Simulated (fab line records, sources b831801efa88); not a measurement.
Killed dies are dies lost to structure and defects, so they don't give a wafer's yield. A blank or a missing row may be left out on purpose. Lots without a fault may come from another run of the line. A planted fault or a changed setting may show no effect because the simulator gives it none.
Which tool did it? | flow sky130 | 6 lots, 18 wafers sampled, at 4 steps of a route of 708

WHAT THE GAUGES READ, wafer by wafer
SKY_CONTACT_CD_MEAS_14: target cd 170 nm.
lot  | measured     | on        | cd_nm (nm)
L831 | day 32 15:19 | cd_sem-02 | 170.8 172.0 172.5
L834 | day 33 18:43 | cd_sem-01 | 168.6 170.7 168.9
L836 | day 34 06:47 | cd_sem-02 | 171.1 171.4 170.4
L843 | day 36 10:38 | cd_sem-01 | 167.0 169.9 168.3
L849 | day 38 03:16 | cd_sem-01 | 171.2 169.8 168.0
L850 | day 38 18:44 | cd_sem-01 | 168.5 168.9 169.1

WHICH TOOL RAN EACH LOT (tool, then ch and the chambers of the sampled wafers, then the start)
lot  | SKY_LI_CONTACT_SPUTTER_20    | SKY_CONTACT_CVD_00              | SKY_CONTACT_SOFTBAKE_10
L831 | pvd_sputter-01, day 30 06:37 | pecvd-04 ch 0,1,2, day 31 11:49 | litho_track-01 ch 0, day 32 01:00
L834 | pvd_sputter-02, day 31 10:38 | pecvd-01 ch 1,2, day 32 15:09   | litho_track-04 ch 0, day 33 05:00
L836 | pvd_sputter-01, day 31 23:20 | pecvd-02 ch 0,1,2, day 33 04:24 | litho_track-04 ch 0, day 33 18:00
L843 | pvd_sputter-01, day 34 03:21 | pecvd-02 ch 0,2, day 35 07:26   | litho_track-04 ch 0, day 35 21:00
L849 | pvd_sputter-02, day 35 21:04 | pecvd-01 ch 0,2, day 37 01:00   | litho_track-01 ch 0, day 37 14:00
L850 | pvd_sputter-02, day 36 12:44 | pecvd-02 ch 0,1, day 37 17:00   | litho_track-01 ch 0, day 38 06:00
- SKY_LI_CONTACT_SPUTTER_20: material TiN, target thk 20 nm, time 80 s.
- SKY_CONTACT_CVD_00: deposits Si3N4, target thk 75 nm.
- SKY_CONTACT_SOFTBAKE_10: time 90 s.

THE ANSWER, worked out from the rows above alone
Rule: what is usual is taken from the lots themselves. Put in order of their means at a reading, lots are off if they are a third of the lots or fewer, leave a main group of 4 or more, and stand apart from it by a gap of 3 or more times the standard deviation of the main group's means; of several such gaps the widest counts. A main group whose means are all the same, to the digits that the tables above print for the reading, isn't used. A lot without any number at a reading at which 4 lots or more have one is off too. The other lots that the step has rows for count as sound.
No lot is off at any reading shown: from this, nothing can be told.

WHAT THE SIMULATOR HAD PUT IN
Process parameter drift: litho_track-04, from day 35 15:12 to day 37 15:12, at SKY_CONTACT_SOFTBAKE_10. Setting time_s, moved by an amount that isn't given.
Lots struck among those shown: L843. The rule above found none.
